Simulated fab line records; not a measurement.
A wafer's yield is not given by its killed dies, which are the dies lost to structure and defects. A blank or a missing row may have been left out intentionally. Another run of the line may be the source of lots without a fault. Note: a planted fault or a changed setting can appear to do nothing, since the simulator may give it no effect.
Which of the tools did it? / flow sky130 / 24 lots with 72 wafers sampled at 3 steps, on a route of 708 steps

== WHAT THE GAUGES SHOWED, per wafer ==
SKY_METAL2_CD_MEAS_15: target cd 140 nm. Usual: cd_nm at 139.9 nm, with a standard deviation of 1.5.
lot=L074; measured=day 35 10:55; on=cd_sem-02; cd_nm (nm)=137.8 138.2 136.8; flag=
lot=L075; measured=day 36 00:07; on=cd_sem-02; cd_nm (nm)=137.2 140.2 138.4; flag=
lot=L076; measured=day 36 13:46; on=cd_sem-01; cd_nm (nm)=140.2 141.3 141.1; flag=
lot=L077; measured=day 36 16:41; on=cd_sem-02; cd_nm (nm)=138.7 140.1 138.0; flag=
lot=L078; measured=day 36 19:01; on=cd_sem-01; cd_nm (nm)=140.4 139.6 140.3; flag=
lot=L079; measured=day 37 10:38; on=cd_sem-01; cd_nm (nm)=137.5 137.3 138.1; flag=
lot=L080; measured=day 38 05:02; on=cd_sem-02; cd_nm (nm)=139.5 138.9 137.5; flag=
lot=L082; measured=day 38 05:49; on=cd_sem-02; cd_nm (nm)=140.3 141.1 141.9; flag=
lot=L081; measured=day 38 10:13; on=cd_sem-01; cd_nm (nm)=138.5 138.7 138.1; flag=
lot=L083; measured=day 38 15:35; on=cd_sem-02; cd_nm (nm)=138.0 139.0 140.5; flag=
lot=L084; measured=day 39 00:53; on=cd_sem-02; cd_nm (nm)=141.4 140.0 140.2; flag=
lot=L086; measured=day 39 03:02; on=cd_sem-01; cd_nm (nm)=143.2 142.9 142.8; flag=
lot=L087; measured=day 39 04:40; on=cd_sem-02; cd_nm (nm)=139.3 139.7 139.8; flag=
lot=L085; measured=day 39 05:56; on=cd_sem-01; cd_nm (nm)=141.4 140.2 140.8; flag=
lot=L088; measured=day 39 15:16; on=cd_sem-01; cd_nm (nm)=141.9 141.6 141.3; flag=
lot=L089; measured=day 40 00:06; on=cd_sem-01; cd_nm (nm)=139.8 140.8 139.6; flag=
lot=L090; measured=day 40 00:13; on=cd_sem-02; cd_nm (nm)=139.2 140.4 140.2; flag=
lot=L091; measured=day 40 15:59; on=cd_sem-02; cd_nm (nm)=141.3 140.2 143.2; flag=
lot=L092; measured=day 40 23:45; on=cd_sem-02; cd_nm (nm)=141.2 142.4 141.1; flag=
lot=L094; measured=day 41 02:31; on=cd_sem-02; cd_nm (nm)=139.4 137.9 139.3; flag=
lot=L093; measured=day 41 04:01; on=cd_sem-01; cd_nm (nm)=139.4 139.8 139.6; flag=
lot=L095; measured=day 41 14:20; on=cd_sem-01; cd_nm (nm)=138.4 138.3 139.7; flag=
lot=L096; measured=day 42 02:16; on=cd_sem-01; cd_nm (nm)=140.7 139.1 139.1; flag=
lot=L097; measured=day 41 23:49; on=cd_sem-02; cd_nm (nm)=141.2 142.9 142.4; flag=

== EACH LOT AND THE TOOL THAT RAN IT (in order: tool; ch and the chambers of the sampled wafers; start) ==
lot=L074; SKY_METAL1_SPUTTER_00=pvd_sputter-02, day 31 22:17; SKY_VIA1_SPUTTER_20=pvd_sputter-02, day 34 07:11
lot=L075; SKY_METAL1_SPUTTER_00=pvd_sputter-01, day 32 12:10; SKY_VIA1_SPUTTER_20=pvd_sputter-04, day 34 20:45
lot=L076; SKY_METAL1_SPUTTER_00=pvd_sputter-01, day 33 01:59; SKY_VIA1_SPUTTER_20=pvd_sputter-01, day 35 10:30
lot=L077; SKY_METAL1_SPUTTER_00=pvd_sputter-02, day 33 06:01; SKY_VIA1_SPUTTER_20=pvd_sputter-01, day 35 13:52
lot=L078; SKY_METAL1_SPUTTER_00=pvd_sputter-03, day 33 09:38; SKY_VIA1_SPUTTER_20=pvd_sputter-01, day 35 16:22
lot=L079; SKY_METAL1_SPUTTER_00=pvd_sputter-02, day 34 01:02; SKY_VIA1_SPUTTER_20=pvd_sputter-04, day 36 08:11
lot=L080; SKY_METAL1_SPUTTER_00=pvd_sputter-03, day 34 19:46; SKY_VIA1_SPUTTER_20=pvd_sputter-02, day 37 02:11
lot=L082; SKY_METAL1_SPUTTER_00=pvd_sputter-02, day 34 20:05; SKY_VIA1_SPUTTER_20=pvd_sputter-02, day 37 03:07
lot=L081; SKY_METAL1_SPUTTER_00=pvd_sputter-02, day 35 00:53; SKY_VIA1_SPUTTER_20=pvd_sputter-01, day 37 07:42
lot=L083; SKY_METAL1_SPUTTER_00=pvd_sputter-01, day 35 06:04; SKY_VIA1_SPUTTER_20=pvd_sputter-04, day 37 13:19
lot=L084; SKY_METAL1_SPUTTER_00=pvd_sputter-01, day 35 17:13; SKY_VIA1_SPUTTER_20=pvd_sputter-04, day 37 23:25
lot=L086; SKY_METAL1_SPUTTER_00=pvd_sputter-02, day 35 19:21; SKY_VIA1_SPUTTER_20=pvd_sputter-01, day 38 01:33
lot=L087; SKY_METAL1_SPUTTER_00=pvd_sputter-02, day 35 21:37; SKY_VIA1_SPUTTER_20=pvd_sputter-02, day 38 03:21
lot=L085; SKY_METAL1_SPUTTER_00=pvd_sputter-01, day 35 22:04; SKY_VIA1_SPUTTER_20=pvd_sputter-01, day 38 04:20
lot=L088; SKY_METAL1_SPUTTER_00=pvd_sputter-02, day 36 08:19; SKY_VIA1_SPUTTER_20=pvd_sputter-02, day 38 13:36
lot=L089; SKY_METAL1_SPUTTER_00=pvd_sputter-02, day 36 16:57; SKY_VIA1_SPUTTER_20=pvd_sputter-02, day 38 22:51
lot=L090; SKY_METAL1_SPUTTER_00=pvd_sputter-01, day 36 17:52; SKY_VIA1_SPUTTER_20=pvd_sputter-04, day 38 23:30
lot=L091; SKY_METAL1_SPUTTER_00=pvd_sputter-01, day 37 10:15; SKY_VIA1_SPUTTER_20=pvd_sputter-02, day 39 14:55
lot=L092; SKY_METAL1_SPUTTER_00=pvd_sputter-01, day 37 18:20; SKY_VIA1_SPUTTER_20=pvd_sputter-01, day 39 22:43
lot=L094; SKY_METAL1_SPUTTER_00=pvd_sputter-02, day 37 21:02; SKY_VIA1_SPUTTER_20=pvd_sputter-04, day 40 01:33
lot=L093; SKY_METAL1_SPUTTER_00=pvd_sputter-03, day 37 23:04; SKY_VIA1_SPUTTER_20=pvd_sputter-01, day 40 03:12
lot=L095; SKY_METAL1_SPUTTER_00=pvd_sputter-02, day 38 10:16; SKY_VIA1_SPUTTER_20=pvd_sputter-04, day 40 13:54
lot=L096; SKY_METAL1_SPUTTER_00=pvd_sputter-03, day 38 11:55; SKY_VIA1_SPUTTER_20=pvd_sputter-01, day 41 01:35
lot=L097; SKY_METAL1_SPUTTER_00=pvd_sputter-01, day 38 20:11; SKY_VIA1_SPUTTER_20=pvd_sputter-04, day 40 23:22
- SKY_METAL1_SPUTTER_00: material Ti, target thk 15 nm, time 10 s.
- SKY_VIA1_SPUTTER_20: material TiN, target thk 20 nm, time 80 s.

== WHAT THE TOOLS THEMSELVES READ (means of the sampled wafers that have a number; where no wafer has one, the mark that the record gives instead) ==
SKY_METAL1_SPUTTER_00. Usual: chamber_pressure_pa 0.4001 Pa, standard deviation 0.00078; throttle_valve_pct 29.9 %, standard deviation 0.89.
lot=L074; tool=pvd_sputter-02; chamber_pressure_pa (Pa)=0.4007; throttle_valve_pct (%)=30.3; flag=
lot=L075; tool=pvd_sputter-01; chamber_pressure_pa (Pa)=0.4003; throttle_valve_pct (%)=30.4; flag=
lot=L076; tool=pvd_sputter-01; chamber_pressure_pa (Pa)=0.3994; throttle_valve_pct (%)=30.0; flag=
lot=L077; tool=pvd_sputter-02; chamber_pressure_pa (Pa)=0.4001; throttle_valve_pct (%)=28.5; flag=
lot=L078; tool=pvd_sputter-03; chamber_pressure_pa (Pa)=0.4002; throttle_valve_pct (%)=29.8; flag=
lot=L079; tool=pvd_sputter-02; chamber_pressure_pa (Pa)=0.4003; throttle_valve_pct (%)=29.2; flag=
lot=L080; tool=pvd_sputter-03; chamber_pressure_pa (Pa)=0.3994; throttle_valve_pct (%)=29.9; flag=
lot=L082; tool=pvd_sputter-02; chamber_pressure_pa (Pa)=0.4004; throttle_valve_pct (%)=29.3; flag=
lot=L081; tool=pvd_sputter-02; chamber_pressure_pa (Pa)=0.3992; throttle_valve_pct (%)=30.3; flag=
lot=L083; tool=pvd_sputter-01; chamber_pressure_pa (Pa)=0.4005; throttle_valve_pct (%)=30.6; flag=
lot=L084; tool=pvd_sputter-01; chamber_pressure_pa (Pa)=0.3994; throttle_valve_pct (%)=30.3; flag=
lot=L086; tool=pvd_sputter-02; chamber_pressure_pa (Pa)=0.4005; throttle_valve_pct (%)=30.5; flag=
lot=L087; tool=pvd_sputter-02; chamber_pressure_pa (Pa)=0.4008; throttle_valve_pct (%)=29.9; flag=
lot=L085; tool=pvd_sputter-01; chamber_pressure_pa (Pa)=0.3996; throttle_valve_pct (%)=30.4; flag=
lot=L088; tool=pvd_sputter-02; chamber_pressure_pa (Pa)=0.3997; throttle_valve_pct (%)=30.3; flag=
lot=L089; tool=pvd_sputter-02; chamber_pressure_pa (Pa)=0.4000; throttle_valve_pct (%)=29.3; flag=
lot=L090; tool=pvd_sputter-01; chamber_pressure_pa (Pa)=0.4010; throttle_valve_pct (%)=30.4; flag=
lot=L091; tool=pvd_sputter-01; chamber_pressure_pa (Pa)=0.4006; throttle_valve_pct (%)=30.2; flag=
lot=L092; tool=pvd_sputter-01; chamber_pressure_pa (Pa)=0.4003; throttle_valve_pct (%)=30.3; flag=
lot=L094; tool=pvd_sputter-02; chamber_pressure_pa (Pa)=0.3994; throttle_valve_pct (%)=29.5; flag=
lot=L093; tool=pvd_sputter-03; chamber_pressure_pa (Pa)=0.4005; throttle_valve_pct (%)=29.8; flag=
lot=L095; tool=pvd_sputter-02; chamber_pressure_pa (Pa)=0.3997; throttle_valve_pct (%)=28.6; flag=
lot=L096; tool=pvd_sputter-03; chamber_pressure_pa (Pa)=0.4007; throttle_valve_pct (%)=29.6; flag=
lot=L097; tool=pvd_sputter-01; chamber_pressure_pa (Pa)=0.3994; throttle_valve_pct (%)=30.5; flag=

SKY_VIA1_SPUTTER_20. Usual: chamber_pressure_pa 5.002 Pa, standard deviation 0.0097; throttle_valve_pct 30.3 %, standard deviation 0.81.
lot=L074; tool=pvd_sputter-02; chamber_pressure_pa (Pa)=4.999; throttle_valve_pct (%)=30.2; flag=
lot=L075; tool=pvd_sputter-04; chamber_pressure_pa (Pa)=5.010; throttle_valve_pct (%)=30.6; flag=
lot=L076; tool=pvd_sputter-01; chamber_pressure_pa (Pa)=5.006; throttle_valve_pct (%)=30.5; flag=
lot=L077; tool=pvd_sputter-01; chamber_pressure_pa (Pa)=5.011; throttle_valve_pct (%)=30.7; flag=
lot=L078; tool=pvd_sputter-01; chamber_pressure_pa (Pa)=4.990; throttle_valve_pct (%)=30.7; flag=
lot=L079; tool=pvd_sputter-04; chamber_pressure_pa (Pa)=5.011; throttle_valve_pct (%)=30.6; flag=
lot=L080; tool=pvd_sputter-02; chamber_pressure_pa (Pa)=5.011; throttle_valve_pct (%)=30.1; flag=
lot=L082; tool=pvd_sputter-02; chamber_pressure_pa (Pa)=5.010; throttle_valve_pct (%)=30.1; flag=
lot=L081; tool=pvd_sputter-01; chamber_pressure_pa (Pa)=5.002; throttle_valve_pct (%)=30.3; flag=
lot=L083; tool=pvd_sputter-04; chamber_pressure_pa (Pa)=5.005; throttle_valve_pct (%)=30.7; flag=
lot=L084; tool=pvd_sputter-04; chamber_pressure_pa (Pa)=5.002; throttle_valve_pct (%)=31.1; flag=
lot=L086; tool=pvd_sputter-01; chamber_pressure_pa (Pa)=5.008; throttle_valve_pct (%)=30.3; flag=
lot=L087; tool=pvd_sputter-02; chamber_pressure_pa (Pa)=5.018; throttle_valve_pct (%)=30.1; flag=
lot=L085; tool=pvd_sputter-01; chamber_pressure_pa (Pa)=5.003; throttle_valve_pct (%)=30.2; flag=
lot=L088; tool=pvd_sputter-02; chamber_pressure_pa (Pa)=5.001; throttle_valve_pct (%)=29.6; flag=
lot=L089; tool=pvd_sputter-02; chamber_pressure_pa (Pa)=5.005; throttle_valve_pct (%)=29.4; flag=
lot=L090; tool=pvd_sputter-04; chamber_pressure_pa (Pa)=4.996; throttle_valve_pct (%)=30.1; flag=
lot=L091; tool=pvd_sputter-02; chamber_pressure_pa (Pa)=4.996; throttle_valve_pct (%)=30.2; flag=
lot=L092; tool=pvd_sputter-01; chamber_pressure_pa (Pa)=4.992; throttle_valve_pct (%)=30.5; flag=
lot=L094; tool=pvd_sputter-04; chamber_pressure_pa (Pa)=4.996; throttle_valve_pct (%)=30.9; flag=
lot=L093; tool=pvd_sputter-01; chamber_pressure_pa (Pa)=4.994; throttle_valve_pct (%)=30.3; flag=
lot=L095; tool=pvd_sputter-04; chamber_pressure_pa (Pa)=4.995; throttle_valve_pct (%)=30.4; flag=
lot=L096; tool=pvd_sputter-01; chamber_pressure_pa (Pa)=5.012; throttle_valve_pct (%)=30.6; flag=
lot=L097; tool=pvd_sputter-04; chamber_pressure_pa (Pa)=5.002; throttle_valve_pct (%)=30.4; flag=

== THE ANSWER, worked out from the rows above alone ==
Rule: a lot is off if the mean of its wafers that have a number lies more than 3 standard deviations from the usual mean. Also off: a lot with no number at a reading for which 4 or more lots have one. All remaining lots with rows at the step are treated as sound. After the gauges, taken in route order, come the tools' own readings; for these a lot's mean is taken, as printed above. At the first step where some lot is off, the reading lying furthest off is the one used; lots without a number count as furthest.
None of the lots is off at any reading shown; this tells nothing.

== WHAT WAS PUT IN BY THE SIMULATOR ==
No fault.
